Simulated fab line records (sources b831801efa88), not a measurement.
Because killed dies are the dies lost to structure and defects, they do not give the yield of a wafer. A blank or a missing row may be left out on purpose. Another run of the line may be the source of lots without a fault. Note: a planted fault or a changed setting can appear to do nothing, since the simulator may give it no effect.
fab line records	flow gf180mcu	part 2 of 2: steps 27 to 36 of 36
[record] lots = 5	wafers = 15	last-day = 34
route steps=602 shown HV_LDD@219 NSD@235 PSD@248
lots with no fault: from the same line, run without faults
start-h: start of the lot's first displayed wafer, in hours after the record's first day	wait-h: time in hours since the lot's previous step	" unchanged from the row above	L1.1+2: a single row standing in for several wafers	- no value, or no start given	* or withheld: withheld	< > ~ a bound
route shown NAME@n: names a module that has steps shown in the file, with the first one's number in the route	usual: mean/standard deviation taken from wafers without a fault	same: alike in all rows	chamber/n: place in a boat	sites: readings site by site	_std_site: the standard deviation of these	_edge_site: inner sites' mean taken away from outer sites' mean	radius-mm: how far each site lies from the wafer's centre	mask NAME#n: copy n	behind: tool/chamber where the wafer was last shaped	hold: the reason the lot was held/the length of the hold in hours/how it ended	device: the transistor (n, p or np) that didn't switch	end of line: the same wafers' tests at the end of the route	a step with no rows: only its recipe	killed: count of dies lost to structure and defects at first sort (not the wafer's yield)	map: a wafer's dies, marking killed ones x, the rest . and places with no die _
set.NAME: setting as actually run; set.NAME@STEP: the setting as run at that earlier step	model.NAME: the simulator's own value behind a step, which no gauge read
lots at selected steps of the route; one table per step, one row per wafer
services: the hour from which a tool's chamber was out of use, counted from the record's first day as start-h (under 0 if before that day), plus the number of hours and why
[[steps]]
[step GF_NSD_IMPLANT_10]
[recipe] species = P	energy-kev = 40	dose-cm2 = 5e+14	tilt-deg = 7
[usual] beam-energy-keV = 40.001/0.014
lot.wafer	tool	chamber	start-h	wait-h	beam-energy-keV
L083.1	implanter-04	0	366.11	0.1	39.993
L083.2	"	0	"	"	39.983
L083.3	"	0	"	"	39.982
L086.2	implanter-02	0	398.07	0.1	40.013
L086.3	"	0	"	"	40.022
L086.4	"	0	"	"	40.004
L087.2	implanter-04	0	401.72	0.1	40.003
L087.4	"	0	"	"	40.020
L087.6	"	0	"	"	39.997
L096.2	implanter-02	0	479.42	0.1	40.013
L096.3	"	0	"	"	40.004
L096.6	"	0	"	"	40.005
L097.2	implanter-02	0	481.97	0.1	40.012
L097.3	"	0	"	"	40.009
L097.4	"	0	"	"	40.021
[step GF_NSD_STRIP_11]
[recipe] chemistry = O2/N2	power-w = 1400	pressure-mtorr = 1500	platen-temp-c = 250	o2-flow-sccm = 3000	n2-flow-sccm = 300	overash-fraction = 0.5
[usual] drypump-motor-current-A = 5.6/0.46	heater-power-w = 342/32	oes-product-au = 0.487/0.0043	strip-time-to-endpoint-s = 22.98/0.044
lot.wafer	tool	chamber	start-h	wait-h	drypump-motor-current-A	heater-power-w	oes-product-au	rf-hours-counter-h	strip-time-to-endpoint-s
L083.1	plasma-asher-01	1	366.26	0.1	5.6	398	0.484	63	22.98
L083.2	"	0	"	"	5.3	321	0.478	63	22.99
L083.3	"	1	"	"	5.6	396	0.484	-	22.99
L086.2	plasma-asher-02	1	398.19	0.1	4.9	307	0.494	74	23.04
L086.3	"	1	"	"	4.9	310	0.489	-	23.02
L086.4	"	0	"	"	6.3	328	0.492	-	23.10
L087.2	plasma-asher-02	0	401.84	0.1	6.3	325	0.489	74	22.96
L087.4	"	1	"	"	5.0	299	0.481	-	22.90
L087.6	"	0	"	"	6.3	319	0.484	-	22.95
L096.2	plasma-asher-01	1	479.54	0.1	5.7	400	0.484	76	23.00
L096.3	"	0	"	"	5.3	315	0.478	-	23.00
L096.6	"	1	"	"	5.6	405	0.490	-	23.02
L097.2	plasma-asher-01	0	482.09	0.1	5.3	326	0.487	76	22.92
L097.3	"	0	"	"	5.3	319	0.494	-	22.94
L097.4	"	1	"	"	5.6	380	0.484	-	22.96
[step GF_NSD_TW_MEAS_12]
[usual] NSD_TW = 4245/23
lot.wafer	tool	chamber	start-h	wait-h	NSD_TW
L083.1	film-metro-03	-	366.36	0.1	4257
L083.2	"	-	"	"	4266
L083.3	"	-	"	"	4251
L086.2	film-metro-03	-	398.30	0.1	4254
L086.3	"	-	"	"	4278
L086.4	"	-	"	"	4251
L087.2	film-metro-04	-	401.95	0.1	4211
L087.4	"	-	"	"	4233
L087.6	"	-	"	"	4219
L096.2	film-metro-02	-	479.65	0.1	4289
L096.3	"	-	"	"	4252
L096.6	"	-	"	"	4273
L097.2	film-metro-04	-	482.20	0.1	4217
L097.3	"	-	"	"	4227
L097.4	"	-	"	"	4219
[step GF_PSD_DEHYDRATE_00]
[recipe] temp-c = 200	time-s = 60
[usual] chill-plate-temp-C = 23.01/0.095
lot.wafer	tool	chamber	start-h	wait-h	chill-plate-temp-C
L083.1	litho-track-03	0	376.70	10.3	23.03
L083.2	"	0	"	"	23.02
L083.3	"	0	"	"	23.13
L086.2	litho-track-04	0	409.47	11.2	23.21
L086.3	"	0	"	"	22.96
L086.4	"	0	"	"	23.02
L087.2	litho-track-03	0	412.82	10.9	23.06
L087.4	"	0	"	"	22.98
L087.6	"	0	"	"	23.19
L096.2	litho-track-04	0	490.87	11.2	23.02
L096.3	"	0	"	"	23.07
L096.6	"	0	"	"	23.03
L097.2	litho-track-03	0	493.47	11.3	23.09
L097.3	"	0	"	"	22.94
L097.4	"	0	"	"	22.92
[step GF_PSD_HMDS_01]
[recipe] prime-time-s = 60	prime-temp-c = 120
[usual] chill-plate-temp-C = 23.01/0.11
lot.wafer	tool	chamber	start-h	wait-h	chill-plate-temp-C
L083.1	litho-track-03	0	376.85	0.1	23.13
L083.2	"	0	"	"	23.11
L083.3	"	0	"	"	23.09
L086.2	litho-track-04	0	409.62	0.1	22.85
L086.3	"	0	"	"	22.94
L086.4	"	0	"	"	22.80
L087.2	litho-track-03	0	412.97	0.1	23.01
L087.4	"	0	"	"	23.07
L087.6	"	0	"	"	23.09
L096.2	litho-track-04	0	491.02	0.1	22.92
L096.3	"	0	"	"	22.80
L096.6	"	0	"	"	23.08
L097.2	litho-track-03	0	493.62	0.1	22.87
L097.3	"	0	"	"	23.01
L097.4	"	0	"	"	22.92
[step GF_PSD_COAT_02]
[recipe] resist = NOVOLAK	spin-rpm = 3000	resist-thk-nm = 1000
[usual] chill-plate-temp-C = 23.01/0.11	spin-speed-rpm = 3000.2/2
lot.wafer	tool	chamber	start-h	wait-h	chill-plate-temp-C	spin-speed-rpm
L083.1	litho-track-03	0	377.00	0.1	22.98	3001.0
L083.2	"	0	"	"	23.10	3000.9
L083.3	"	0	"	"	22.99	2997.7
L086.2	litho-track-04	0	409.77	0.1	23.11	3002.0
L086.3	"	0	"	"	22.91	3001.2
L086.4	"	0	"	"	23.20	3000.7
L087.2	litho-track-03	0	413.12	0.1	23.10	2999.6
L087.4	"	0	"	"	22.98	3000.5
L087.6	"	0	"	"	23.11	3001.1
L096.2	litho-track-04	0	491.17	0.1	23.20	3001.0
L096.3	"	0	"	"	23.10	3001.4
L096.6	"	0	"	"	23.11	3000.4
L097.2	litho-track-03	0	493.77	0.1	23.15	3004.7
L097.3	"	0	"	"	23.08	3001.9
L097.4	"	0	"	"	23.09	2999.5
[step GF_PSD_SOFTBAKE_03]
[recipe] temp-c = 90	time-s = 60	resist = NOVOLAK
[usual] chill-plate-temp-C = 23.00/0.11
lot.wafer	tool	chamber	start-h	wait-h	chill-plate-temp-C
L083.1	litho-track-03	0	377.15	0.1	23.17
L083.2	"	0	"	"	23.16
L083.3	"	0	"	"	23.14
L086.2	litho-track-04	0	409.92	0.1	23.01
L086.3	"	0	"	"	22.95
L086.4	"	0	"	"	23.04
L087.2	litho-track-03	0	413.27	0.1	22.96
L087.4	"	0	"	"	22.95
L087.6	"	0	"	"	22.77
L096.2	litho-track-04	0	491.32	0.1	23.01
L096.3	"	0	"	"	23.07
L096.6	"	0	"	"	22.93
L097.2	litho-track-03	0	493.92	0.1	23.15
L097.3	"	0	"	"	22.95
L097.4	"	0	"	"	23.02
[step GF_PSD_EXPOSE_04]
[recipe] mask-id = Pplus	target-cd-nm = 400	na = 0.6	source-shape = conventional	sigma-outer = 0.6	dose-mj = 140
lot.wafer	tool	chamber	start-h	wait-h	mask
L083.1+2+3	iline-stepper-02	0	-	-	Pplus#0
L086.2+3+4	iline-stepper-02	0	-	-	Pplus#0
L087.2+4+6	iline-stepper-02	0	-	-	Pplus#0
L096.2+3+6	iline-stepper-02	0	-	-	Pplus#0
L097.2+3+4	iline-stepper-02	0	-	-	Pplus#0
[step GF_PSD_PEB_05]
[recipe] temp-c = withheld	time-s = *	resist = NOVOLAK
[usual] chill-plate-temp-C = *
lot.wafer	tool	chamber	start-h	wait-h	chill-plate-temp-C
L083.1	litho-track-03	0	-	-	*
L083.2	"	0	"	"	*
L083.3	"	0	"	"	*
L086.2	litho-track-02	0	-	-	*
L086.3	"	0	"	"	*
L086.4	"	0	"	"	*
L087.2	litho-track-02	0	-	-	*
L087.4	"	0	"	"	*
L087.6	"	0	"	"	*
L096.2	litho-track-03	0	-	-	*
L096.3	"	0	"	"	*
L096.6	"	0	"	"	*
L097.2	litho-track-03	0	-	-	*
L097.3	"	0	"	"	*
L097.4	"	0	"	"	*
[step GF_PSD_DEVELOP_06]
[recipe] develop-time-s = 60	dev-temp-c = 23
[usual] chill-plate-temp-C = 23.00/0.1
lot.wafer	tool	chamber	start-h	wait-h	chill-plate-temp-C
L083.1	litho-track-03	0	387.85	0.1	22.92
L083.2	"	0	"	"	23.06
L083.3	"	0	"	"	23.09
L086.2	litho-track-02	0	420.96	0.1	22.89
L086.3	"	0	"	"	22.86
L086.4	"	0	"	"	22.85
L087.2	litho-track-02	0	424.71	0.1	23.00
L087.4	"	0	"	"	23.22
L087.6	"	0	"	"	23.00
L096.2	litho-track-03	0	502.32	0.1	22.93
L096.3	"	0	"	"	22.99
L096.6	"	0	"	"	23.01
L097.2	litho-track-03	0	505.27	0.1	23.01
L097.3	"	0	"	"	22.99
L097.4	"	0	"	"	23.12
[[services]]
tool	chamber	start-h	hours	kind
implanter-01	-	307.26	3.5	repair
rie-diel-03	3	314.43	-	clean
rie-diel-03	3	314.43	20.0	scheduled-down
iline-stepper-01	-	358.34	4.4	pm
iline-stepper-01	-	368.88	1.0	repair
implanter-04	-	383.70	1.6	repair
lpcvd-02	-	384.76	0.9	repair
iline-stepper-02	0	408.43	-	calibration
implanter-04	-	416.50	6.6	repair
plasma-asher-02	-	421.25	9.0	pm
iline-stepper-02	-	432.66	1.7	pm
wet-bench-01	-	437.32	1.4	repair
rie-diel-04	-	439.51	1.0	repair
implanter-02	-	445.60	4.1	repair
wet-bench-03	-	452.08	1.9	pm
rie-diel-03	0	456.12	9.7	repair
iline-stepper-02	-	461.67	3.8	repair
implanter-04	-	473.18	3.9	repair
iline-stepper-01	-	475.04	1.7	pm
plasma-asher-02	-	475.84	4.0	pm
plasma-asher-04	-	476.43	7.6	repair
wet-bench-01	-	478.55	2.0	repair
rie-diel-04	3	491.70	9.1	repair
implanter-04	-	496.93	7.6	repair
